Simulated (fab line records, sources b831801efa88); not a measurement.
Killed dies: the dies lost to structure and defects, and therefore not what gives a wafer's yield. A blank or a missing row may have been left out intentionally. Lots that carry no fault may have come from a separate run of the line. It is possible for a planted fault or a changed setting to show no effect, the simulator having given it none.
fab line records ; flow sky130
record: lots: 7; wafers: 21; lastDay: 49
route steps=708 shown VT_ADJUST_LVTN@100 PAD_OPEN@708
lots with no fault: from the same line, run without faults
startH: start of the lot's first displayed wafer, in hours after the record's first day ; waitH: time in hours since the lot's previous step ; " repeats the value in the row above ; L1.1+2: several wafers, shown together as one row ; - no value present, or no start provided ; * or withheld: withheld ; < > ~ a bound
route shown NAME@n: NAME is a module with steps in the file, n the number in the route of the first one ; usual: average and standard deviation across the fault-free wafers ; same: alike in all rows ; chamber/n: place in a boat ; sites: each site's reading ; _std_site: how widely they spread, as a standard deviation ; _edge_site: inner sites' mean taken away from outer sites' mean ; radiusMm: for every site, how far away it sits from the centre of the wafer ; mask NAME#n: copy n ; behind: the most recent tool/chamber to have shaped the wafer ; hold: why the lot went on hold/how many hours it stayed there/how the hold came to an end ; device: the n, p or np transistor that did not switch ; end of line: the same wafers' tests at the end of the route ; a step without rows: its recipe alone ; killed: not the wafer's yield, but the dies lost to structure and defects at the first sort ; map: a wafer's dies, marking killed ones x, the rest . and places with no die _
set.NAME: the setting that was run; set.NAME@STEP: the one run at that earlier step ; model.NAME: the simulator's own value behind a step, which no gauge read
a table for each step, a row for each wafer; lots at some steps of the route
services: when a tool's chamber went out of use (startH, in hours from the record's first day, below 0 if earlier), for how many hours, and the reason
== steps ==
step: SKY_VT_ADJUST_LVTN_SOFTBAKE_03
recipe: tempC: 110; timeS: withheld
step: SKY_VT_ADJUST_LVTN_EXPOSE_04
recipe: maskId: NWM_COMPLEMENT_LESS_NATIVE; na: 0.6; sourceShape: conventional; sigmaOuter: 0.6; polarization: unpolarized; targetCdNm: 840; doseMj: 194
step: SKY_VT_ADJUST_LVTN_PEB_05
recipe: tempC: 115; timeS: withheld
step: SKY_VT_ADJUST_LVTN_DEVELOP_06
recipe: wallAngleDeg: 90; developer: TMAH; developTimeS: 60; devTempC: 23
step: SKY_VT_ADJUST_LVTN_OVL_MEAS_07
usual: VT_ADJUST_LVTN_OVL: -0.2/1.3
lot.wafer;tool;chamber;startH;waitH;VT_ADJUST_LVTN_OVL[nm]
L597.1;overlay-01;-;153.01;-;-2.4
L597.2;overlay-01;-;153.01;-;-0.4
L597.5;overlay-01;-;153.01;-;-0.2
L598.3;overlay-02;-;158.22;-;-1.4
L598.4;overlay-02;-;158.22;-;-0.2
L598.5;overlay-02;-;158.22;-;-1.6
L604.2;overlay-02;-;203.06;-;2.5
L604.3;overlay-02;-;203.06;-;2.5
L604.6;overlay-02;-;203.06;-;2.0
L607.1;overlay-02;-;220.21;-;1.5
L607.4;overlay-02;-;220.21;-;-0.1
L607.5;overlay-02;-;220.21;-;0.5
L608.2;overlay-02;-;226.61;-;-0.6
L608.4;overlay-02;-;226.61;-;-0.6
L608.5;overlay-02;-;226.61;-;0.6
L609.1;overlay-02;-;230.37;-;-3.1
L609.2;overlay-02;-;230.37;-;-3.1
L609.4;overlay-02;-;230.37;-;-3.8
L613.2;overlay-02;-;256.86;-;-1.1
L613.3;overlay-02;-;256.86;-;-2.9
L613.6;overlay-02;-;256.86;-;-1.0
step: SKY_VT_ADJUST_LVTN_IMPLANT_08
recipe: species: B; energyKev: 30; doseCm2: 1.57e+12; tiltDeg: withheld
step: SKY_VT_ADJUST_LVTN_STRIP_09
recipe: chemistry: O2/N2; powerW: 1400; pressureMtorr: 1500; platenTempC: withheld; o2FlowSccm: 3000; n2FlowSccm: 300; overashFraction: 0.5
usual: drypumpMotorCurrentA: 6.1/0.43; n2FlowSccm: 300.0/0.85; o2FlowSccm: 3001/9.4; oesProductAu: 0.723/0.005; stripTimeToEndpointS: 36.62/0.085
lot.wafer;tool;chamber;startH;waitH;drypumpMotorCurrentA;n2FlowSccm;o2FlowSccm;oesProductAu;rfHoursCounterH;stripTimeToEndpointS
L597.1;plasmaAsher-04;1;153.19;0.1;6.5;300.5;3006;0.721;47;36.56
L597.2;plasmaAsher-04;0;153.19;0.1;6.4;298.7;3004;0.726;47;36.52
L597.5;plasmaAsher-04;1;153.19;0.1;6.5;300.1;2989;0.719;-;36.59
L598.3;plasmaAsher-04;0;158.42;0.1;6.4;302.0;3014;0.718;-;36.73
L598.4;plasmaAsher-04;1;158.42;0.1;6.5;298.2;2976;0.720;-;36.66
L598.5;plasmaAsher-04;0;158.42;0.1;6.4;300.3;3003;0.720;-;36.57
L604.2;plasmaAsher-03;0;203.50;0.1;6.4;298.6;3008;0.728;39;36.63
L604.3;plasmaAsher-03;0;203.50;0.1;6.4;300.2;2999;0.711;-;36.69
L604.6;plasmaAsher-03;1;203.50;0.1;5.3;300.3;3000;0.729;-;36.67
L607.1;plasmaAsher-01;1;220.39;0.1;6.0;300.7;3002;0.723;57;36.39
L607.4;plasmaAsher-01;1;220.39;0.1;5.9;299.5;2988;0.722;-;36.41
L607.5;plasmaAsher-01;0;220.39;0.1;5.8;299.5;3003;0.716;-;36.43
L608.2;plasmaAsher-04;1;226.79;0.1;6.5;299.0;2993;0.723;55;36.57
L608.4;plasmaAsher-04;1;226.79;0.1;6.5;299.5;2992;0.725;-;36.57
L608.5;plasmaAsher-04;0;226.79;0.1;6.4;299.6;2991;0.714;-;36.64
L609.1;plasmaAsher-03;1;230.56;0.1;5.3;298.9;3004;0.721;41;36.63
L609.2;plasmaAsher-03;0;230.56;0.1;6.4;299.6;2997;0.721;41;36.82
L609.4;plasmaAsher-03;1;230.56;0.1;5.3;299.7;3002;0.716;-;36.76
L613.2;plasmaAsher-03;0;257.04;0.1;6.4;300.6;3004;0.732;44;36.73
L613.3;plasmaAsher-03;1;257.04;0.1;5.3;298.2;2992;0.724;-;36.60
L613.6;plasmaAsher-03;0;257.04;0.1;6.4;299.8;2990;0.728;-;36.66
step: SKY_VT_ADJUST_LVTN_TW_MEAS_10
usual: VT_ADJUST_LVTN_TW: 239/3.3
lot.wafer;tool;chamber;startH;waitH;VT_ADJUST_LVTN_TW
L597.1;filmMetro-04;-;153.29;0.1;235
L597.2;filmMetro-04;-;153.29;0.1;235
L597.5;filmMetro-04;-;153.29;0.1;234
L598.3;filmMetro-04;-;158.51;0.1;236
L598.4;filmMetro-04;-;158.51;0.1;235
L598.5;filmMetro-04;-;158.51;0.1;236
L604.2;filmMetro-04;-;203.61;0.1;237
L604.3;filmMetro-04;-;203.61;0.1;237
L604.6;filmMetro-04;-;203.61;0.1;237
L607.1;filmMetro-04;-;220.49;0.1;238
L607.4;filmMetro-04;-;220.49;0.1;238
L607.5;filmMetro-04;-;220.49;0.1;238
L608.2;filmMetro-04;-;226.90;0.1;239
L608.4;filmMetro-04;-;226.90;0.1;238
L608.5;filmMetro-04;-;226.90;0.1;238
L609.1;filmMetro-03;-;230.66;0.1;244
L609.2;filmMetro-03;-;230.66;0.1;245
L609.4;filmMetro-03;-;230.66;0.1;244
L613.2;filmMetro-02;-;257.15;0.1;242
L613.3;filmMetro-02;-;257.15;0.1;241
L613.6;filmMetro-02;-;257.15;0.1;243
step: SKY_VT_ADJUST_LVTN_DEHYDRATE_11
recipe: tempC: 200; timeS: 60
step: SKY_VT_ADJUST_LVTN_HMDS_12
recipe: primeTimeS: 61.34; primeTempC: 120
step: SKY_VT_ADJUST_LVTN_COAT_13
recipe: resist: NOVOLAK; spinRpm: 3000; resistThkNm: 1140
step: SKY_VT_ADJUST_LVTN_SOFTBAKE_14
recipe: tempC: 90; timeS: 60; resist: NOVOLAK
step: SKY_VT_ADJUST_LVTN_EXPOSE_15
recipe: maskId: HVN_STD_DERIVED; na: 0.6; sourceShape: conventional; sigmaOuter: 0.6; polarization: unpolarized; targetCdNm: 600; doseMj: 163
usual: focusOffsetNm: 0.0/0.45; reticleTempC: 22.97/0.1
same: sigmaOuter: 0.6
lot.wafer;tool;chamber;startH;waitH;mask;focusOffsetNm;reticleTempC;model.VT_ADJUST_LVTN.overlayXNm
L597.1;ilineStepper-02;0;162.90;-;HVN_STD_DERIVED#0;-0.2;22.81;0.4067
L597.2;ilineStepper-02;0;162.90;-;HVN_STD_DERIVED#0;0.3;22.99;0.4067
L597.5;ilineStepper-02;0;162.90;-;HVN_STD_DERIVED#0;0.4;22.93;0.4067
L598.3;ilineStepper-02;0;168.74;-;HVN_STD_DERIVED#0;0.8;22.99;-0.3405
L598.4;ilineStepper-02;0;168.74;-;HVN_STD_DERIVED#0;0.2;22.99;-0.3405
L598.5;ilineStepper-02;0;168.74;-;HVN_STD_DERIVED#0;0.6;22.82;-0.3405
L604.2;ilineStepper-02;0;214.97;-;HVN_STD_DERIVED#0;-0.4;23.05;-0.8012
L604.3;ilineStepper-02;0;214.97;-;HVN_STD_DERIVED#0;-0.5;23.07;-0.8012
L604.6;ilineStepper-02;0;214.97;-;HVN_STD_DERIVED#0;-0.4;23.03;-0.8012
L607.1;ilineStepper-02;0;231.10;-;HVN_STD_DERIVED#0;-0.1;22.72;184.7
L607.4;ilineStepper-02;0;231.10;-;HVN_STD_DERIVED#0;0.4;22.80;184.7
L607.5;ilineStepper-02;0;231.10;-;HVN_STD_DERIVED#0;0.4;22.80;184.7
L608.2;ilineStepper-02;0;237.79;-;HVN_STD_DERIVED#0;0.7;22.98;183.5
L608.4;ilineStepper-02;0;237.79;-;HVN_STD_DERIVED#0;0.0;23.07;183.5
L608.5;ilineStepper-02;0;237.79;-;HVN_STD_DERIVED#0;0.2;22.95;183.5
L609.1;ilineStepper-02;0;241.55;-;HVN_STD_DERIVED#0;0.3;23.04;183.7
L609.2;ilineStepper-02;0;241.55;-;HVN_STD_DERIVED#0;0.0;23.02;183.7
L609.4;ilineStepper-02;0;241.55;-;HVN_STD_DERIVED#0;-0.5;22.93;183.7
L613.2;ilineStepper-01;0;268.92;-;HVN_STD_DERIVED#0;-1.0;22.82;0.7579
L613.3;ilineStepper-01;0;268.92;-;HVN_STD_DERIVED#0;-0.6;22.78;0.7579
L613.6;ilineStepper-01;0;268.92;-;HVN_STD_DERIVED#0;-0.7;22.79;0.7579
step: SKY_VT_ADJUST_LVTN_PEB_16
recipe: tempC: withheld; timeS: *; resist: NOVOLAK
step: SKY_VT_ADJUST_LVTN_DEVELOP_17
recipe: resist: NOVOLAK; developer: TMAH; developTimeS: 60; devTempC: 23
step: SKY_VT_ADJUST_LVTN_OVL_MEAS_18
usual: VT_ADJUST_LVTN_01_OVL: -0.1/1.3
lot.wafer;tool;chamber;startH;waitH;VT_ADJUST_LVTN_01_OVL[nm]
L597.1;overlay-01;-;173.42;0.1;-0.3
L597.2;overlay-01;-;173.42;0.1;1.6
L597.5;overlay-01;-;173.42;0.1;1.2
L598.3;overlay-02;-;177.92;0.1;-3.1
L598.4;overlay-02;-;177.92;0.1;-2.1
L598.5;overlay-02;-;177.92;0.1;-2.7
L604.2;overlay-02;-;225.71;0.1;-0.8
L604.3;overlay-02;-;225.71;0.1;-2.2
L604.6;overlay-02;-;225.71;0.1;-1.4
L607.1;overlay-02;-;241.72;0.1;182.3
L607.4;overlay-02;-;241.72;0.1;184.6
L607.5;overlay-02;-;241.72;0.1;186.4
L608.2;overlay-02;-;248.75;0.1;183.2
L608.4;overlay-02;-;248.75;0.1;183.1
L608.5;overlay-02;-;248.75;0.1;184.1
L609.1;overlay-02;-;253.12;0.1;183.4
L609.2;overlay-02;-;253.12;0.1;183.3
L609.4;overlay-02;-;253.12;0.1;182.4
L613.2;overlay-02;-;280.18;0.1;2.8
L613.3;overlay-02;-;280.18;0.1;0.1
L613.6;overlay-02;-;280.18;0.1;1.0
step: SKY_VT_ADJUST_LVTN_IMPLANT_19
recipe: species: B; energyKev: 30; doseCm2: 6.5e+11; tiltDeg: withheld
step: SKY_PAD_OPEN_PROBE_99
usual: killed_at_M0_to_M3: 43/6.5; killed_at_M4_up: 3.2/1.8; killedAtContacts: 24/5; killedAtFrontEnd: 15/4.1; killedAtOther: 0.3/0.54; killedDies: 85/9.3; killedOpen: 47/7.2; killedShort: 39/5.9
same: grossDies: 492; killedAtBackSide: 0
lot.wafer;tool;chamber;startH;waitH;killed_at_M0_to_M3;killed_at_M4_up;killedAtContacts;killedAtFrontEnd;killedAtOther;killedDies;killedOpen;killedShort
L597.1;prober-02;-;1085.34;0.1;46;3;21;13;0;83;37;46
L597.2;prober-02;-;1085.39;0.1;49;3;23;11;0;86;45;41
L597.5;prober-02;-;1085.54;0.2;48;2;20;13;0;83;48;35
L607.1;prober-02;-;1146.70;0.1;45;3;33;17;1;99;64;35
L607.4;prober-02;-;1146.85;0.2;43;3;24;11;0;81;49;32
L607.5;prober-02;-;1146.90;0.2;35;4;24;9;0;72;36;36
killed by level:class
L597.1 METAL1:geometricParticle:short=8 METAL2:geometricParticle:short=8 CONTACT:geometricParticle:open=7 VIA3:geometricParticle:open=7 VIA2:geometricParticle:open=6 LI_CONTACT:geometricParticle:open=6 FIELD_ISO:geometricParticle:short=5 VIA1:geometricParticle:open=4
L597.2 VIA1:geometricParticle:open=10 VIA2:geometricParticle:open=10 CONTACT:geometricParticle:open=9 VIA3:geometricParticle:open=6 CONTACT:geometricParticle:short=6 VIA2:geometricParticle:short=6 FIELD_ISO:geometricParticle:short=4 LI_CONTACT:geometricParticle:open=4
L597.5 VIA3:geometricParticle:open=13 VIA1:geometricParticle:open=10 CONTACT:geometricParticle:open=6 VIA2:geometricParticle:open=6 LI_CONTACT:geometricParticle:open=5 CONTACT:geometricParticle:short=5 VIA3:geometricParticle:short=5 POLY_GATE:geometricParticle:short=4
L607.1 VIA1:geometricParticle:open=14 CONTACT:geometricParticle:open=11 LI_CONTACT:geometricParticle:open=10 VIA2:geometricParticle:open=8 LI_CONTACT:geometricParticle:short=7 FIELD_ISO:geometricParticle:open=5 VIA1:geometricParticle:short=5 POLY_GATE:geometricParticle:short=4
L607.4 VIA1:geometricParticle:open=15 LI_CONTACT:geometricParticle:open=11 VIA3:geometricParticle:open=5 METAL1:geometricParticle:short=5 CONTACT:geometricParticle:open=5 FIELD_ISO:geometricParticle:short=4 VIA2:geometricParticle:open=4 POLY_GATE:geometricParticle:open=3
L607.5 CONTACT:geometricParticle:open=8 VIA2:geometricParticle:open=8 METAL3:geometricParticle:short=7 LI_CONTACT:geometricParticle:open=7 METAL4:geometricParticle:short=4 METAL2:geometricParticle:short=4 VIA1:geometricParticle:open=4 CONTACT:geometricParticle:short=4
== services ==
tool;chamber;startH;hours;kind
plasmaAsher-01;-;133.42;4.5;repair
plasmaAsher-03;-;183.05;13.6;repair
ilineStepper-02;0;202.65;-;calibration
plasmaAsher-04;-;217.80;2.8;pm
ilineStepper-02;-;221.36;1.9;repair
ilineStepper-02;-;259.86;0.5;repair
== key ==
firstSign: step: SKY_VT_ADJUST_LVTN_OVL_MEAS_18; reading: VT_ADJUST_LVTN_01_OVL; direction: up; sigmas: 99+; usual: -0.1; struck: 183.6
effect none on later readings
modelEffect: step: SKY_VT_ADJUST_LVTN_EXPOSE_15; value: VT_ADJUST_LVTN.overlayXNm; without: 0.3599; struck: 184
metAt SKY_VT_ADJUST_LVTN_EXPOSE_15
struckWafers L607.1,L607.4,L607.5,L608.2,L608.4,L608.5,L609.1,L609.2,L609.4
testerLeftOut L607,L608,L609
onsetBetween 214.97 231.10
fault: kind: scannerMatchingOverlay; tool: ilineStepper-02; chamber: -; onsetH: 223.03; steps: SKY_VT_ADJUST_LVTN_EXPOSE_15; offset: 183.6
testerLeftOut: of these lots the tester's yield and bins aren't shown, on N5 and GAA mostly nor the transistor test; their killed dies are dies lost to structure and defects alone, not to doping, threshold or leakage, so they don't give the yield
